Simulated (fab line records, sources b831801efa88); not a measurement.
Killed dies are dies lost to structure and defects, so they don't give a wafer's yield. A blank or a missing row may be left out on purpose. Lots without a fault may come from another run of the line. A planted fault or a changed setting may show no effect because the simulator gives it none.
Which tool did it? | flow sky130 | 24 lots, 72 wafers sampled, at 6 steps of a route of 708

WHAT THE GAUGES READ, wafer by wafer
SKY_METAL3_OVL_MEAS_14. Usual: METAL3_OVL -5 nm, standard deviation 5.1.
lot  | measured     | on         | METAL3_OVL (nm) | flag
L074 | day 38 05:34 | overlay-02 | -3 -4 -6        |
L075 | day 38 21:19 | overlay-02 | -8 -13 -10      |
L076 | day 39 11:37 | overlay-02 | -2 -8 -4        |
L077 | day 39 16:53 | overlay-02 | -11 -11 -9      |
L078 | day 39 23:15 | overlay-01 | -3 6 -3         |
L079 | day 40 02:17 | overlay-01 | -3 -3 -4        |
L080 | day 40 07:37 | overlay-01 | 3 2 -7          |
L081 | day 40 15:22 | overlay-02 | -1 -10 0        |
L082 | day 40 22:04 | overlay-01 | -15 -7 -13      |
L083 | day 41 05:56 | overlay-01 | -5 -16 -6       |
L084 | day 41 21:47 | overlay-01 | -8 -9 -12       |
L085 | day 41 22:44 | overlay-02 | -15 -7 -11      |
L086 | day 42 05:39 | overlay-01 | -4 -4 -8        |
L087 | day 42 12:14 | overlay-01 | -10 -5 -12      |
L088 | day 42 18:08 | overlay-01 | -4 -2 2         |
L089 | day 43 06:34 | overlay-01 | -2 -1 -4        |
L090 | day 43 09:34 | overlay-01 | -5 3 1          |
L091 | day 43 18:38 | overlay-01 | -3 -10 -4       |
L092 | day 43 23:28 | overlay-01 | -9 -4 -2        |
L093 | day 44 03:04 | overlay-01 | -5 -6 -8        |
L094 | day 44 11:43 | overlay-02 | -7 -3 -2        |
L095 | day 44 15:02 | overlay-02 | -10 0 -3        |
L096 | day 44 18:46 | overlay-01 | 6 3 2           |
L097 | day 45 13:55 | overlay-01 | -5 -1 0         |

SKY_VIA3_THK_MEAS_01. Usual: VIA3_HDPCVD_THK 1635 nm, standard deviation 13.
lot  | measured     | on            | VIA3_HDPCVD_THK (nm) | flag
L074 | day 38 06:43 | film_metro-03 | 1654 1627 1647       |
L075 | day 38 22:26 | film_metro-03 | 1605 1622 1633       |
L076 | day 39 12:46 | film_metro-03 | 1644 1631 1658       |
L077 | day 39 18:01 | film_metro-04 | 1652 1667 1633       |
L078 | day 40 00:28 | film_metro-01 | 1647 1636 1666       |
L079 | day 40 03:34 | film_metro-03 | 1627 1640 1629       |
L080 | day 40 08:49 | film_metro-04 | 1628 1661 1658       |
L081 | day 40 16:29 | film_metro-01 | 1649 1668 1646       |
L082 | day 40 23:14 | film_metro-01 | 1635 1636 1646       |
L083 | day 41 07:05 | film_metro-03 | 1630 1626 1642       |
L084 | day 41 22:55 | film_metro-03 | 1620 1633 1610       |
L085 | day 41 23:52 | film_metro-03 | 1637 1624 1626       |
L086 | day 42 06:49 | film_metro-01 | 1617 1619 1622       |
L087 | day 42 13:33 | film_metro-03 | 1637 1636 1643       |
L088 | day 42 19:31 | film_metro-03 | 1628 1622 1631       |
L089 | day 43 07:41 | film_metro-01 | 1629 1625 1633       |
L090 | day 43 10:43 | film_metro-04 | 1634 1639 1651       |
L091 | day 43 20:00 | film_metro-01 | 1643 1642 1633       |
L092 | day 44 00:55 | film_metro-03 | 1625 1633 1633       |
L093 | day 44 04:11 | film_metro-04 | 1627 1644 1626       |
L094 | day 44 12:55 | film_metro-04 | 1619 1624 1617       |
L095 | day 44 16:14 | film_metro-04 | 1629 1637 1596       |
L096 | day 44 20:01 | film_metro-03 | 1665 1642 1625       |
L097 | day 45 15:08 | film_metro-01 | 1621 1631 1639       |

WHICH TOOL RAN EACH LOT (tool, then ch and the chambers of the sampled wafers, then the start)
lot  | SKY_LDD_LDN_STRIP_12                 | SKY_LI_CONTACT_CVD_21         | SKY_METAL1_SPUTTER_03        | SKY_VIA1_ETCH_14
L074 | plasma_asher-03 ch 0,1, day 22 11:04 | cvd_w-01 ch 0,1, day 28 17:18 | pvd_sputter-01, day 31 05:19 | rie_diel-04 ch 0,2,3, day 33 14:25
L075 | plasma_asher-03 ch 0,1, day 23 06:22 | cvd_w-02 ch 0,1, day 29 13:22 | pvd_sputter-01, day 32 00:11 | rie_diel-02 ch 1,2,3, day 34 07:41
L076 | plasma_asher-04 ch 0,1, day 23 17:58 | cvd_w-01 ch 0,1, day 30 00:22 | pvd_sputter-01, day 32 11:41 | rie_diel-03 ch 0,1,3, day 34 20:26
L077 | plasma_asher-02 ch 0,1, day 23 22:31 | cvd_w-02 ch 0, day 30 09:45   | pvd_sputter-03, day 32 21:08 | rie_diel-04 ch 0,2, day 35 04:50
L078 | plasma_asher-02 ch 0, day 24 09:22   | cvd_w-02 ch 0, day 30 13:56   | pvd_sputter-01, day 33 00:57 | rie_diel-03 ch 1,2,3, day 35 08:44
L079 | plasma_asher-02 ch 0,1, day 24 16:16 | cvd_w-02 ch 0,1, day 30 19:57 | pvd_sputter-03, day 33 06:31 | rie_diel-03 ch 0,1,3, day 35 14:14
L080 | plasma_asher-04 ch 0,1, day 25 00:31 | cvd_w-01 ch 0,1, day 31 03:23 | pvd_sputter-03, day 33 14:38 | rie_diel-04 ch 0,2, day 35 20:37
L081 | plasma_asher-02 ch 0,1, day 25 10:43 | cvd_w-01 ch 0,1, day 31 12:52 | pvd_sputter-02, day 33 23:36 | rie_diel-03 ch 0,2,3, day 36 05:31
L082 | plasma_asher-04 ch 1, day 25 17:40   | cvd_w-02 ch 0,1, day 31 19:07 | pvd_sputter-03, day 34 04:57 | rie_diel-04 ch 1,2,3, day 36 12:11
L083 | plasma_asher-04 ch 0,1, day 26 03:14 | cvd_w-02 ch 0,1, day 32 04:08 | pvd_sputter-02, day 34 13:14 | rie_diel-02 ch 1,2, day 36 19:23
L084 | plasma_asher-04 ch 0,1, day 26 20:04 | cvd_w-02 ch 1, day 32 21:46   | pvd_sputter-01, day 35 07:11 | rie_diel-04 ch 0,1, day 37 13:23
L085 | plasma_asher-04 ch 0,1, day 26 21:37 | cvd_w-01 ch 0,1, day 32 21:48 | pvd_sputter-02, day 35 07:29 | rie_diel-03 ch 0,1,3, day 37 13:56
L086 | plasma_asher-04 ch 0, day 27 08:16   | cvd_w-02 ch 0,1, day 33 08:06 | pvd_sputter-03, day 35 16:56 | rie_diel-02 ch 0,2,3, day 37 22:08
L087 | plasma_asher-03 ch 0,1, day 27 13:28 | cvd_w-02 ch 0,1, day 33 14:38 | pvd_sputter-02, day 35 23:32 | rie_diel-02 ch 0,2,3, day 38 05:14
L088 | plasma_asher-04 ch 0,1, day 27 23:37 | cvd_w-01 ch 0,1, day 33 23:39 | pvd_sputter-01, day 36 08:14 | rie_diel-02 ch 0,2, day 38 13:26
L089 | plasma_asher-03 ch 0,1, day 28 11:22 | cvd_w-02 ch 0,1, day 34 09:56 | pvd_sputter-01, day 36 18:43 | rie_diel-03 ch 0,2, day 39 01:13
L090 | plasma_asher-03 ch 1, day 28 15:22   | cvd_w-02 ch 0, day 34 13:18   | pvd_sputter-02, day 36 22:50 | rie_diel-03 ch 0,2,3, day 39 04:04
L091 | plasma_asher-04 ch 0,1, day 29 02:37 | cvd_w-02 ch 0,1, day 34 22:51 | pvd_sputter-02, day 37 07:53 | rie_diel-04 ch 0,1,3, day 39 12:20
L092 | plasma_asher-03 ch 0,1, day 29 10:34 | cvd_w-02 ch 0,1, day 35 08:24 | pvd_sputter-03, day 37 17:20 | rie_diel-04 ch 0,3, day 39 20:31
L093 | plasma_asher-02 ch 0,1, day 29 11:28 | cvd_w-01 ch 0,1, day 35 09:38 | pvd_sputter-02, day 37 18:43 | rie_diel-04 ch 1,2,3, day 39 22:37
L094 | plasma_asher-04 ch 0,1, day 29 22:43 | cvd_w-02 ch 0,1, day 35 19:44 | pvd_sputter-01, day 38 03:50 | rie_diel-03 ch 0,2, day 40 07:55
L095 | plasma_asher-04 ch 1, day 30 04:16   | cvd_w-02 ch 0,1, day 36 01:27 | pvd_sputter-01, day 38 09:53 | rie_diel-04 ch 2,3, day 40 12:44
L096 | plasma_asher-03 ch 0,1, day 30 11:43 | cvd_w-02 ch 0,1, day 36 07:01 | pvd_sputter-01, day 38 14:53 | rie_diel-02 ch 0,3, day 40 16:22
L097 | plasma_asher-03 ch 0,1, day 31 08:25 | cvd_w-02 ch 0, day 37 04:13   | pvd_sputter-01, day 39 10:37 | rie_diel-04 ch 1,2, day 41 13:59
- SKY_LDD_LDN_STRIP_12: strips in O2/N2.
- SKY_LI_CONTACT_CVD_21: deposits W, target thk 400 nm, time 120.56 s.
- SKY_METAL1_SPUTTER_03: material Ti, target thk 5 nm, time 3.3 s.
- SKY_VIA1_ETCH_14: etches BARC in N2/H2, stops on SiO2, time 45.9 s, target depth 60 nm.

WHAT THE TOOLS THEMSELVES READ (means of the sampled wafers that have a number; where no wafer has one, the mark that the record gives instead)
SKY_LDD_LDN_STRIP_12. Usual: drypump_motor_current_A 5.31 A, standard deviation 0.22; oes_product_au 0.716 a.u., standard deviation 0.0046; strip_time_to_endpoint_s 14.19 s, standard deviation 0.034.
lot  | tool            | drypump_motor_current_A (A) | oes_product_au (a.u.) | strip_time_to_endpoint_s (s) | flag
L074 | plasma_asher-03 | 5.49                        | 0.713                 | 14.17                        |
L075 | plasma_asher-03 | 5.51                        | 0.714                 | 14.17                        |
L076 | plasma_asher-04 | 5.11                        | 0.715                 | 14.17                        |
L077 | plasma_asher-02 | 5.34                        | 0.716                 | 14.14                        |
L078 | plasma_asher-02 | 5.31                        | 0.712                 | 14.19                        |
L079 | plasma_asher-02 | 5.33                        | 0.715                 | 14.20                        |
L080 | plasma_asher-04 | 5.10                        | 0.719                 | 14.19                        |
L081 | plasma_asher-02 | 5.37                        | 0.715                 | 14.18                        |
L082 | plasma_asher-04 | 4.96                        | 0.713                 | 14.17                        |
L083 | plasma_asher-04 | 5.28                        | 0.716                 | 14.22                        |
L084 | plasma_asher-04 | 5.11                        | 0.714                 | 14.22                        |
L085 | plasma_asher-04 | 5.26                        | 0.719                 | 14.22                        |
L086 | plasma_asher-04 | 5.45                        | 0.715                 | 14.19                        |
L087 | plasma_asher-03 | 5.49                        | 0.717                 | 14.18                        |
L088 | plasma_asher-04 | 5.29                        | 0.711                 | 14.16                        |
L089 | plasma_asher-03 | 5.50                        | 0.719                 | 14.20                        |
L090 | plasma_asher-03 | 5.58                        | 0.713                 | 14.20                        |
L091 | plasma_asher-04 | 5.10                        | 0.714                 | 14.20                        |
L092 | plasma_asher-03 | 5.44                        | 0.718                 | 14.18                        |
L093 | plasma_asher-02 | 5.33                        | 0.715                 | 14.20                        |
L094 | plasma_asher-04 | 5.11                        | 0.715                 | 14.21                        |
L095 | plasma_asher-04 | 4.94                        | 0.715                 | 14.22                        |
L096 | plasma_asher-03 | 5.51                        | 0.713                 | 14.21                        |
L097 | plasma_asher-03 | 5.48                        | 0.713                 | 14.13                        |

SKY_LI_CONTACT_CVD_21. Usual: heater_power_w 891 W, standard deviation 55.
lot  | tool     | heater_power_w (W) | flag
L074 | cvd_w-01 | 828                |
L075 | cvd_w-02 | 924                |
L076 | cvd_w-01 | 841                |
L077 | cvd_w-02 | 929                |
L078 | cvd_w-02 | 925                |
L079 | cvd_w-02 | 897                |
L080 | cvd_w-01 | 811                |
L081 | cvd_w-01 | 797                |
L082 | cvd_w-02 | 911                |
L083 | cvd_w-02 | 915                |
L084 | cvd_w-02 | 895                |
L085 | cvd_w-01 | 817                |
L086 | cvd_w-02 | 910                |
L087 | cvd_w-02 | 905                |
L088 | cvd_w-01 | 847                |
L089 | cvd_w-02 | 936                |
L090 | cvd_w-02 | 944                |
L091 | cvd_w-02 | 926                |
L092 | cvd_w-02 | 926                |
L093 | cvd_w-01 | 846                |
L094 | cvd_w-02 | 928                |
L095 | cvd_w-02 | 914                |
L096 | cvd_w-02 | 931                |
L097 | cvd_w-02 | 933                |

SKY_METAL1_SPUTTER_03. Usual: cathode_dc_power_W 3000.1 W, standard deviation 0.56; throttle_valve_pct 29.4 %, standard deviation 1.2.
lot  | tool           | cathode_dc_power_W (W) | throttle_valve_pct (%) | flag
L074 | pvd_sputter-01 | 3000.0                 | 29.9                   |
L075 | pvd_sputter-01 | 3000.5                 | 29.6                   |
L076 | pvd_sputter-01 | 3000.6                 | 29.8                   |
L077 | pvd_sputter-03 | 2999.8                 | 29.5                   |
L078 | pvd_sputter-01 | 3000.4                 | 29.4                   |
L079 | pvd_sputter-03 | 2999.9                 | 28.9                   |
L080 | pvd_sputter-03 | 2999.9                 | 29.7                   |
L081 | pvd_sputter-02 | 3000.2                 | 29.2                   |
L082 | pvd_sputter-03 | 2999.2                 | 28.9                   |
L083 | pvd_sputter-02 | 3000.5                 | 28.5                   |
L084 | pvd_sputter-01 | 3000.1                 | 29.8                   |
L085 | pvd_sputter-02 | 3000.3                 | 28.4                   |
L086 | pvd_sputter-03 | 3000.4                 | 28.6                   |
L087 | pvd_sputter-02 | 3000.3                 | 28.8                   |
L088 | pvd_sputter-01 | 2999.7                 | 29.9                   |
L089 | pvd_sputter-01 | 3000.0                 | 29.8                   |
L090 | pvd_sputter-02 | 2999.9                 | 27.6                   |
L091 | pvd_sputter-02 | 3000.2                 | 28.8                   |
L092 | pvd_sputter-03 | 2999.9                 | 29.1                   |
L093 | pvd_sputter-02 | 3000.1                 | 30.1                   |
L094 | pvd_sputter-01 | 3000.0                 | 30.0                   |
L095 | pvd_sputter-01 | 2999.8                 | 29.5                   |
L096 | pvd_sputter-01 | 2999.9                 | 29.6                   |
L097 | pvd_sputter-01 | 3000.0                 | 29.5                   |

SKY_VIA1_ETCH_14. Usual: drypump_motor_current_A 5.7 A, standard deviation 0.59; oes_product_au 0.854 a.u., standard deviation 0.0049; throttle_valve_pct 13.224 %, standard deviation 0.0096.
lot  | tool        | drypump_motor_current_A (A) | oes_product_au (a.u.) | throttle_valve_pct (%) | flag
L074 | rie_diel-04 | 6.2                         | 0.856                 | 13.227                 |
L075 | rie_diel-02 | 5.4                         | 0.854                 | 13.218                 |
L076 | rie_diel-03 | 5.9                         | 0.856                 | 13.222                 |
L077 | rie_diel-04 | 6.4                         | 0.854                 | 13.228                 |
L078 | rie_diel-03 | 5.7                         | 0.858                 | 13.219                 |
L079 | rie_diel-03 | 5.9                         | 0.849                 | 13.230                 |
L080 | rie_diel-04 | 6.2                         | 0.860                 | 13.221                 |
L081 | rie_diel-03 | 5.8                         | 0.854                 | 13.226                 |
L082 | rie_diel-04 | 5.9                         | 0.855                 | 13.216                 |
L083 | rie_diel-02 | 5.1                         | 0.849                 | 13.228                 |
L084 | rie_diel-04 | 5.8                         | 0.854                 | 13.230                 |
L085 | rie_diel-03 | 5.9                         | 0.857                 | 13.220                 |
L086 | rie_diel-02 | 5.4                         | 0.852                 | 13.223                 |
L087 | rie_diel-02 | 5.4                         | 0.850                 | 13.220                 |
L088 | rie_diel-02 | 5.1                         | 0.854                 | 13.222                 |
L089 | rie_diel-03 | 5.4                         | 0.858                 | 13.220                 |
L090 | rie_diel-03 | 5.8                         | 0.854                 | 13.230                 |
L091 | rie_diel-04 | 5.7                         | 0.854                 | 13.231                 |
L092 | rie_diel-04 | 6.1                         | 0.852                 | 13.227                 |
L093 | rie_diel-04 | 5.9                         | 0.848                 | 13.225                 |
L094 | rie_diel-03 | 5.3                         | 0.852                 | 13.210                 |
L095 | rie_diel-04 | 6.2                         | 0.857                 | 13.225                 |
L096 | rie_diel-02 | 5.3                         | 0.858                 | 13.237                 |
L097 | rie_diel-04 | 6.0                         | 0.852                 | 13.214                 |

THE ANSWER, worked out from the rows above alone
Rule: a lot is off if the mean of its wafers that have a number lies more than 3 standard deviations from the usual mean. A lot without any number at a reading at which 4 lots or more have one is off too. The other lots that the step has rows for count as sound. The gauges are gone through in route order, then the tools' own readings, and for those a lot's mean is taken as printed above. The first step at which some lot is off is used, and at that step the reading that is off furthest; a lot without a number counts as furthest.
No lot is off at any reading shown: from this, nothing can be told.

WHAT THE SIMULATOR HAD PUT IN
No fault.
